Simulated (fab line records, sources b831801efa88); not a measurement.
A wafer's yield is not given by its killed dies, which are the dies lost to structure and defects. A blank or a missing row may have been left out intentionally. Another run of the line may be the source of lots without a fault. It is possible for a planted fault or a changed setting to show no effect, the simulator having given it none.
fab line records + flow gf180mcu
[record]
- lots = 12
- wafers = 36
- last_day = 34
route steps=602 shown HV_LDD@232 V2@387 V3@445
lots that met no fault: from a run of the same line without faults
start_h: the number of hours between the record's first day and the start of the first shown wafer of the lot + wait_h: how many hours have passed since the lot's step before this one + " as in the row above + L1.1+2: a row that stands for several wafers + - no value, or no start was given + * or withheld: withheld + < > ~ a bound
route shown NAME@n: a module of which the file shows steps, and the number in the route of the first + usual: mean/standard deviation of fault-free wafers + same: alike in all rows + chamber/n: place in a boat + sites: per-site readings + _std_site: the values' standard deviation + _edge_site: the outer-site mean with the inner-site mean subtracted + radius_mm: for every site, how far away it sits from the centre of the wafer + mask NAME#n: copy n + behind: the most recent tool/chamber to have shaped the wafer + hold: why the lot was held/for how many hours/how that ended + device: transistor that didn't switch, given as n, p or np + end of line: the tests these same wafers got at the end of their route + step lacking rows: just its recipe + killed: count of dies lost to structure and defects at first sort (not the wafer's yield) + map: a wafer's dies, marking killed ones x, the rest . and places with no die _
set.NAME: setting as actually run; set.NAME@STEP: the setting as run at that earlier step + model.NAME: the simulator's own value behind a step, which no gauge read
steps of the route over a sample of lots; a table a step, a row a wafer
services: the hour from which a tool's chamber was out of use, counted from the record's first day as start_h (under 0 if before that day), plus the number of hours and why
[[steps]]
[step GF_HV_LDD_CVD_56]
[recipe]
- material = Si3N4
- precursor = DCS/NH3
- target_thk_nm = 90
- temp_c = 770
- time_s = 1543
- pressure_mtorr = 250
[usual]
- pressure_mtorr = 249.9/0.53
- spike_tc_bottom_C = 789.4/2.1
- spike_tc_centre_C = 770.2/1.3
- spike_tc_lower_C = 769.7/1.1
- spike_tc_top_C = 784.5/2.1
- spike_tc_upper_C = 769.7/1.1
- zone_power_top_pct = 23.9/1.8
[same]
- time_s = 1543
| lot.wafer | tool     | chamber | start_h | wait_h | pressure_mtorr | spike_tc_bottom_C | spike_tc_centre_C | spike_tc_lower_C | spike_tc_top_C | spike_tc_upper_C | zone_power_top_pct |
|-----------|----------|---------|---------|--------|----------------|-------------------|-------------------|------------------|----------------|------------------|--------------------|
| L144.3    | lpcvd-01 | 1       | 275.87  | 0.0    | 250.2          | 790.5             | 768.6             | 770.2            | 786.1          | 768.6            | 20.8               |
| L144.4    | "        | 1       | "       | "      | 249.9          | 793.8             | 769.0             | 770.0            | 786.4          | 769.6            | 21.0               |
| L144.6    | "        | 1       | "       | "      | 249.4          | 793.1             | 769.7             | 770.1            | 786.5          | 771.1            | 20.6               |
| L146.1    | lpcvd-01 | 0       | 295.47  | 0.1    | 250.3          | 788.9             | 771.2             | 768.3            | 787.0          | 768.9            | 25.8               |
| L146.3    | "        | 0       | "       | "      | 251.3          | 788.1             | 772.0             | 768.6            | 786.2          | 770.5            | 26.1               |
| L146.4    | "        | 0       | "       | "      | 250.6          | 789.0             | 772.1             | 770.7            | 786.4          | 769.9            | 26.0               |
| L147.1    | lpcvd-01 | 0       | 303.34  | 0.1    | 250.1          | 787.4             | 770.9             | 768.8            | 787.2          | 769.4            | 25.6               |
| L147.2    | "        | 0       | "       | "      | 250.0          | 789.0             | 771.2             | 769.4            | 786.1          | 772.2            | 25.8               |
| L147.6    | "        | 0       | "       | "      | 250.2          | 789.5             | 771.4             | 769.8            | 786.4          | 769.3            | 26.3               |
| L150.1    | lpcvd-01 | 0       | 327.40  | 0.1    | 250.5          | 789.2             | 770.3             | 769.5            | 784.7          | 768.6            | 25.8               |
| L150.2    | "        | 0       | "       | "      | 251.1          | 788.7             | 771.4             | 769.7            | 787.5          | 771.1            | 26.3               |
| L150.5    | "        | 0       | "       | "      | 251.3          | 788.2             | 773.7             | 768.4            | 788.5          | 769.8            | 26.0               |
| L151.1    | lpcvd-01 | 1       | 329.69  | 0.1    | 248.8          | 791.7             | 767.4             | 770.6            | 784.6          | 770.5            | 20.6               |
| L151.5    | "        | 1       | "       | "      | 249.1          | 791.9             | 769.2             | 770.9            | 783.8          | 769.5            | 20.7               |
| L151.6    | "        | 1       | "       | "      | 250.2          | 791.3             | 767.4             | 767.9            | 784.1          | 770.6            | 21.0               |
| L152.1    | lpcvd-02 | 0       | 334.25  | 0.1    | 249.7          | 787.3             | 771.2             | 770.2            | 783.9          | 769.7            | 25.2               |
| L152.4    | "        | 0       | "       | "      | 249.3          | 788.8             | 770.6             | 768.8            | 782.8          | 768.7            | 24.7               |
| L152.5    | "        | 0       | "       | "      | 249.5          | 789.5             | 771.2             | 770.6            | 782.9          | 768.1            | 24.9               |
| L155.4    | lpcvd-01 | 0       | 364.41  | 0.0    | 250.2          | 791.2             | 771.5             | 769.5            | 789.0          | 769.8            | 25.8               |
| L155.5    | "        | 0       | "       | "      | 250.4          | 788.1             | 772.7             | 768.8            | 785.5          | 770.7            | 25.7               |
| L155.6    | "        | 0       | "       | "      | 249.7          | 790.1             | 771.9             | 766.7            | 785.1          | 771.2            | 25.8               |
| L158.1    | lpcvd-02 | 1       | 387.59  | 0.1    | 249.8          | 810.0             | 792.7             | 793.3            | 805.7          | 793.9            | 24.7               |
| L158.4    | "        | 1       | "       | "      | 251.1          | 809.7             | 793.9             | 792.9            | 803.8          | 792.3            | 25.0               |
| L158.6    | "        | 1       | "       | "      | 249.8          | 810.4             | 791.1             | 793.8            | 803.8          | 794.2            | 24.9               |
| L159.1    | lpcvd-01 | 0       | 394.74  | 0.1    | 249.9          | 791.3             | 769.8             | 767.9            | 788.2          | 769.9            | 25.8               |
| L159.2    | "        | 0       | "       | "      | 249.9          | 790.5             | 770.0             | 770.9            | 787.3          | 768.0            | 26.0               |
| L159.4    | "        | 0       | "       | "      | 249.9          | 791.1             | 770.2             | 770.8            | 785.4          | 769.7            | 26.0               |
| L160.2    | lpcvd-02 | 1       | 402.47  | 0.0    | 250.6          | 810.3             | 792.2             | 791.1            | 804.2          | 792.0            | 24.8               |
| L160.5    | "        | 1       | "       | "      | 250.1          | 810.0             | 791.6             | 793.0            | 805.0          | 794.5            | 24.8               |
| L160.6    | "        | 1       | "       | "      | 250.0          | 808.1             | 792.9             | 790.1            | 803.9          | 794.2            | 24.7               |
| L166.1    | lpcvd-01 | 0       | 459.51  | 0.1    | 250.3          | 790.5             | 771.5             | 769.4            | 787.2          | 767.5            | 25.9               |
| L166.2    | "        | 0       | "       | "      | 250.6          | 789.7             | 772.5             | 769.2            | 787.1          | 767.1            | 25.7               |
| L166.6    | "        | 0       | "       | "      | 250.0          | 789.6             | 770.2             | 770.1            | 788.1          | 768.0            | 25.6               |
| L167.2    | lpcvd-02 | 0       | 468.47  | 0.0    | 249.2          | 790.0             | 768.9             | 768.3            | 782.5          | 770.7            | 24.9               |
| L167.3    | "        | 0       | "       | "      | 248.7          | 787.0             | 770.5             | 770.3            | 783.4          | 770.2            | 24.6               |
| L167.5    | "        | 0       | "       | "      | 248.6          | 789.8             | 770.3             | 770.7            | 784.1          | 769.8            | 25.0               |
[step GF_HV_LDD_THK_MEAS_57]
[recipe]
- reads = Si3N4_of_HV_LDD_CVD_56
[usual]
- HV_LDD_CVD_56_THK = 89.9/0.93
| lot.wafer | tool          | chamber | start_h | wait_h | hold                     | HV_LDD_CVD_56_THK[nm] |
|-----------|---------------|---------|---------|--------|--------------------------|-----------------------|
| L144.3    | film_metro-03 | -       | 278.03  | 0.0    | -                        | 91.5                  |
| L144.4    | "             | -       | "       | "      | -                        | 91.3                  |
| L144.6    | "             | -       | "       | "      | -                        | 91.6                  |
| L146.1    | film_metro-04 | -       | 297.61  | 0.0    | -                        | 91.0                  |
| L146.3    | "             | -       | "       | "      | -                        | 90.0                  |
| L146.4    | "             | -       | "       | "      | -                        | 90.2                  |
| L147.1    | film_metro-04 | -       | 304.77  | 0.0    | -                        | 88.3                  |
| L147.2    | "             | -       | "       | "      | -                        | 88.9                  |
| L147.6    | "             | -       | "       | "      | -                        | 89.1                  |
| L150.1    | film_metro-03 | -       | 329.54  | 0.0    | -                        | 90.2                  |
| L150.2    | "             | -       | "       | "      | -                        | 91.1                  |
| L150.5    | "             | -       | "       | "      | -                        | 89.9                  |
| L151.1    | film_metro-01 | -       | 331.83  | 0.0    | -                        | 88.9                  |
| L151.5    | "             | -       | "       | "      | -                        | 88.6                  |
| L151.6    | "             | -       | "       | "      | -                        | 89.7                  |
| L152.1    | film_metro-04 | -       | 335.68  | 0.0    | -                        | 89.6                  |
| L152.4    | "             | -       | "       | "      | -                        | 89.8                  |
| L152.5    | "             | -       | "       | "      | -                        | 89.4                  |
| L155.4    | film_metro-01 | -       | 365.87  | 0.0    | -                        | 89.6                  |
| L155.5    | "             | -       | "       | "      | -                        | 89.5                  |
| L155.6    | "             | -       | "       | "      | -                        | 89.6                  |
| L158.1    | film_metro-03 | -       | 389.01  | 0.0    | await_dispo/0.2h/release | 138.4                 |
| L158.4    | "             | -       | "       | "      | await_dispo/0.2h/release | 138.7                 |
| L158.6    | "             | -       | "       | "      | await_dispo/0.2h/release | 138.0                 |
| L158.1    | film_metro-03 | -       | 389.24  | 0.2    | -                        | 138.4                 |
| L158.4    | "             | -       | "       | "      | -                        | 138.9                 |
| L158.6    | "             | -       | "       | "      | -                        | 137.8                 |
| L159.1    | film_metro-01 | -       | 396.16  | 0.0    | -                        | 90.1                  |
| L159.2    | "             | -       | "       | "      | -                        | 89.9                  |
| L159.4    | "             | -       | "       | "      | -                        | 89.6                  |
| L160.2    | film_metro-04 | -       | 403.90  | 0.0    | await_dispo/0.2h/release | 138.7                 |
| L160.5    | "             | -       | "       | "      | await_dispo/0.2h/release | 138.4                 |
| L160.6    | "             | -       | "       | "      | await_dispo/0.2h/release | 138.2                 |
| L160.2    | film_metro-04 | -       | 404.13  | 0.2    | -                        | 138.7                 |
| L160.5    | "             | -       | "       | "      | -                        | 138.3                 |
| L160.6    | "             | -       | "       | "      | -                        | 138.1                 |
| L166.1    | film_metro-01 | -       | 460.94  | 0.0    | -                        | 87.9                  |
| L166.2    | "             | -       | "       | "      | -                        | 87.5                  |
| L166.6    | "             | -       | "       | "      | -                        | 87.6                  |
| L167.2    | film_metro-03 | -       | 469.91  | 0.0    | -                        | 89.7                  |
| L167.3    | "             | -       | "       | "      | -                        | 89.7                  |
| L167.5    | "             | -       | "       | "      | -                        | 90.1                  |
[step GF_V2_BOW_MEAS_05]
[recipe]
- mode = bow
[usual]
- V2_BOW = 97/8.7
| lot.wafer | tool          | chamber | start_h | wait_h | V2_BOW[um] |
|-----------|---------------|---------|---------|--------|------------|
| L144.3    | film_metro-01 | -       | 438.55  | 0.3    | 115        |
| L144.4    | "             | -       | "       | "      | 102        |
| L144.6    | "             | -       | "       | "      | 98         |
| L146.1    | film_metro-03 | -       | 462.36  | 0.2    | 101        |
| L146.3    | "             | -       | "       | "      | 101        |
| L146.4    | "             | -       | "       | "      | 95         |
| L147.1    | film_metro-04 | -       | 472.92  | 0.2    | 108        |
| L147.2    | "             | -       | "       | "      | 112        |
| L147.6    | "             | -       | "       | "      | 90         |
| L150.1    | film_metro-04 | -       | 500.33  | 0.2    | 90         |
| L150.2    | "             | -       | "       | "      | 105        |
| L150.5    | "             | -       | "       | "      | 104        |
| L151.1    | film_metro-01 | -       | 504.15  | 0.1    | 85         |
| L151.5    | "             | -       | "       | "      | 77         |
| L151.6    | "             | -       | "       | "      | 83         |
| L152.1    | film_metro-04 | -       | 508.80  | 0.1    | 82         |
| L152.4    | "             | -       | "       | "      | 87         |
| L152.5    | "             | -       | "       | "      | 86         |
| L155.4    | film_metro-03 | -       | 539.96  | 0.3    | 93         |
| L155.5    | "             | -       | "       | "      | 114        |
| L155.6    | "             | -       | "       | "      | 105        |
| L159.1    | film_metro-01 | -       | 567.70  | 0.2    | 99         |
| L159.2    | "             | -       | "       | "      | 99         |
| L159.4    | "             | -       | "       | "      | 93         |
| L166.1    | film_metro-01 | -       | 627.30  | 0.1    | 94         |
| L166.2    | "             | -       | "       | "      | 83         |
| L166.6    | "             | -       | "       | "      | 93         |
| L167.2    | film_metro-03 | -       | 632.35  | 0.2    | 109        |
| L167.3    | "             | -       | "       | "      | 96         |
| L167.5    | "             | -       | "       | "      | 104        |
[step GF_V3_ETCH_16]
[recipe]
- chemistry = N2/H2
- target_depth_a = withheld
- overetch_a = withheld
- time_s = withheld
- target = BARC
- ion_energy_ev = 200
- source_w = 500
- bias_w = 100
- pressure_mtorr = 30
- n2_flow_sccm = 100
- h2_flow_sccm = 200
[usual]
- drypump_motor_current_A = 5.6/0.46
- oes_product_au = 0.855/0.0046
- throttle_valve_pct = 13.224/0.0094
| lot.wafer | tool        | chamber | start_h | wait_h | drypump_motor_current_A | oes_product_au | throttle_valve_pct |
|-----------|-------------|---------|---------|--------|-------------------------|----------------|--------------------|
| L144.3    | rie_diel-01 | 3       | 514.54  | 0.0    | 6.3                     | 0.861          | 13.226             |
| L144.4    | "           | 2       | "       | "      | 5.4                     | 0.860          | 13.242             |
| L144.6    | "           | 3       | "       | "      | 6.3                     | 0.848          | 13.214             |
| L146.1    | rie_diel-02 | 0       | 537.76  | 0.0    | 5.3                     | 0.858          | 13.223             |
| L146.3    | "           | 1       | "       | "      | 6.1                     | 0.858          | 13.249             |
| L146.4    | "           | 2       | "       | "      | 5.7                     | 0.864          | 13.236             |
| L147.1    | rie_diel-02 | 3       | 546.19  | 0.0    | 5.5                     | 0.860          | 13.232             |
| L147.2    | "           | 2       | "       | "      | 5.7                     | 0.860          | 13.214             |
| L147.6    | "           | 2       | "       | "      | 5.7                     | 0.855          | 13.214             |
| L150.1    | rie_diel-04 | 1       | 571.53  | 0.0    | 5.5                     | 0.855          | 13.233             |
| L150.2    | "           | 2       | "       | "      | 5.2                     | 0.858          | 13.232             |
| L150.5    | "           | 2       | "       | "      | 5.2                     | 0.863          | 13.232             |
| L151.1    | rie_diel-02 | 2       | 574.73  | 0.0    | 5.7                     | 0.856          | 13.221             |
| L151.5    | "           | 2       | "       | "      | 5.7                     | 0.848          | 13.238             |
| L151.6    | "           | 1       | "       | "      | 6.1                     | 0.853          | 13.225             |
| L152.1    | rie_diel-04 | 1       | 579.73  | 0.0    | 5.5                     | 0.853          | 13.225             |
| L152.4    | "           | 2       | "       | "      | 5.2                     | 0.849          | 13.226             |
| L152.5    | "           | 1       | "       | "      | 5.5                     | 0.853          | 13.231             |
| L155.4    | rie_diel-01 | 1       | 609.53  | 0.0    | 5.9                     | 0.855          | 13.219             |
| L155.5    | "           | 3       | "       | "      | 6.3                     | 0.848          | 13.229             |
| L155.6    | "           | 0       | "       | "      | 6.3                     | 0.856          | 13.234             |
| L159.1    | rie_diel-01 | 1       | 634.88  | 0.0    | 5.9                     | 0.854          | 13.236             |
| L159.2    | "           | 2       | "       | "      | 5.4                     | 0.860          | 13.211             |
| L159.4    | "           | 3       | "       | "      | 6.3                     | 0.853          | 13.216             |
| L166.1    | rie_diel-01 | 3       | 689.78  | 0.0    | 6.3                     | 0.854          | 13.222             |
| L166.2    | "           | 1       | "       | "      | 5.9                     | 0.848          | 13.226             |
| L166.6    | "           | 3       | "       | "      | 6.3                     | 0.856          | 13.242             |
| L167.2    | rie_diel-01 | 3       | 693.88  | 0.0    | 6.3                     | 0.853          | 13.229             |
| L167.3    | "           | 1       | "       | "      | 5.9                     | 0.860          | 13.226             |
| L167.5    | "           | 1       | "       | "      | 5.9                     | 0.857          | 13.228             |
[step GF_V3_ETCH_17]
[recipe]
- chemistry = C4F8/O2/Ar
- mask_material = KrF
- target = SiO2
- stop_on = TiN
- source_w = 1500
- bias_w = 1200
- pressure_mtorr = 40
- c4f8_flow_sccm = withheld
- O2_flow_sccm = 6
- Ar_flow_sccm = 300
- time_s = withheld
- target_depth_a = 6350
[usual]
- oes_product_au = 0.856/0.0046
| lot.wafer | tool        | chamber | start_h | wait_h | oes_product_au |
|-----------|-------------|---------|---------|--------|----------------|
| L144.3    | rie_diel-01 | 3       | -       | -      | 0.855          |
| L144.4    | "           | 2       | "       | "      | 0.856          |
| L144.6    | "           | 3       | "       | "      | 0.850          |
| L146.1    | rie_diel-02 | 0       | -       | -      | 0.853          |
| L146.3    | "           | 1       | "       | "      | 0.849          |
| L146.4    | "           | 2       | "       | "      | 0.858          |
| L147.1    | rie_diel-02 | 3       | -       | -      | 0.854          |
| L147.2    | "           | 2       | "       | "      | 0.860          |
| L147.6    | "           | 2       | "       | "      | 0.862          |
| L150.1    | rie_diel-04 | 1       | -       | -      | 0.848          |
| L150.2    | "           | 2       | "       | "      | 0.855          |
| L150.5    | "           | 2       | "       | "      | 0.858          |
| L151.1    | rie_diel-02 | 2       | -       | -      | 0.853          |
| L151.5    | "           | 2       | "       | "      | 0.852          |
| L151.6    | "           | 1       | "       | "      | 0.851          |
| L152.1    | rie_diel-04 | 1       | -       | -      | 0.858          |
| L152.4    | "           | 2       | "       | "      | 0.860          |
| L152.5    | "           | 1       | "       | "      | 0.862          |
| L155.4    | rie_diel-01 | 1       | -       | -      | 0.858          |
| L155.5    | "           | 3       | "       | "      | 0.853          |
| L155.6    | "           | 0       | "       | "      | 0.862          |
| L159.1    | rie_diel-01 | 1       | -       | -      | 0.850          |
| L159.2    | "           | 2       | "       | "      | 0.844          |
| L159.4    | "           | 3       | "       | "      | 0.851          |
| L166.1    | rie_diel-01 | 3       | -       | -      | 0.857          |
| L166.2    | "           | 1       | "       | "      | 0.853          |
| L166.6    | "           | 3       | "       | "      | 0.857          |
| L167.2    | rie_diel-01 | 3       | -       | -      | 0.849          |
| L167.3    | "           | 1       | "       | "      | 0.857          |
| L167.5    | "           | 1       | "       | "      | 0.851          |
[[services]]
| tool        | chamber | start_h | hours | kind   |
|-------------|---------|---------|-------|--------|
| rie_diel-02 | -       | 262.26  | 3.6   | repair |
| rie_diel-01 | -       | 268.01  | 0.3   | repair |
| rie_diel-02 | 3       | 303.63  | 1.2   | repair |
| rie_diel-04 | 1       | 307.67  | 10.1  | repair |
| rie_diel-02 | -       | 327.05  | 2.8   | pm     |
| rie_diel-01 | 3       | 346.93  | 10.8  | repair |
| rie_diel-01 | -       | 350.27  | 1.0   | repair |
| lpcvd-02    | -       | 354.24  | 0.2   | repair |
| rie_diel-01 | 2       | 363.05  | 7.6   | repair |
| rie_diel-01 | 0       | 370.02  | 5.9   | repair |
| rie_diel-01 | 3       | 431.97  | 7.6   | repair |
| lpcvd-02    | -       | 440.09  | 1.1   | repair |
| rie_diel-02 | 0       | 442.19  | 12.7  | repair |
| rie_diel-01 | 2       | 472.15  | 3.5   | repair |
| lpcvd-01    | -       | 474.19  | 1.9   | repair |
| rie_diel-01 | 3       | 480.81  | 14.5  | repair |
| rie_diel-01 | 0       | 488.51  | 5.4   | repair |
| rie_diel-02 | 2       | 495.72  | 12.5  | repair |
| lpcvd-01    | -       | 499.78  | 2.8   | pm     |
| rie_diel-01 | 1       | 502.96  | 7.0   | repair |
| rie_diel-01 | -       | 576.36  | 2.8   | pm     |
| rie_diel-01 | 1       | 599.72  | 2.5   | repair |
| rie_diel-02 | 2       | 634.66  | 2.5   | repair |
| rie_diel-01 | 0       | 662.46  | 2.5   | repair |
[[key]]
[first_sign]
- step = GF_HV_LDD_CVD_56
- reading = spike_tc_upper_C
- direction = up
- sigmas = 21
- usual = 769.7
- struck = 793.5
[effect]
- step = GF_HV_LDD_CVD_56
- reading = spike_tc_lower_C
- direction = up
- sigmas = 20
- usual = 769.7
- struck = 792.4
[effect]
- step = GF_HV_LDD_THK_MEAS_57
- reading = visit
- direction = added
[effect]
- step = GF_HV_LDD_THK_MEAS_57
- reading = HV_LDD_CVD_56_THK
- direction = up
- sigmas = 52
- usual = 89.9
- struck = 138.4
met_at GF_HV_LDD_CVD_56
struck_lots L158,L160
scrapped_behind GF_HV_LDD_THK_MEAS_57 L158.1,L158.4,L158.6,L160.2,L160.5,L160.6
not_acting_at GF_V2_BOW_MEAS_05,GF_V3_ETCH_16,GF_V3_ETCH_17
onset_between 334.25 387.59
[fault]
- kind = process_parameter_drift
- tool = lpcvd-02
- chamber = -
- onset_h = 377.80
- steps = GF_HV_LDD_CVD_56
- channel = temp_c
- offset = *
- shape = step
- end_h = 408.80
- acts_in = *
- stated = *
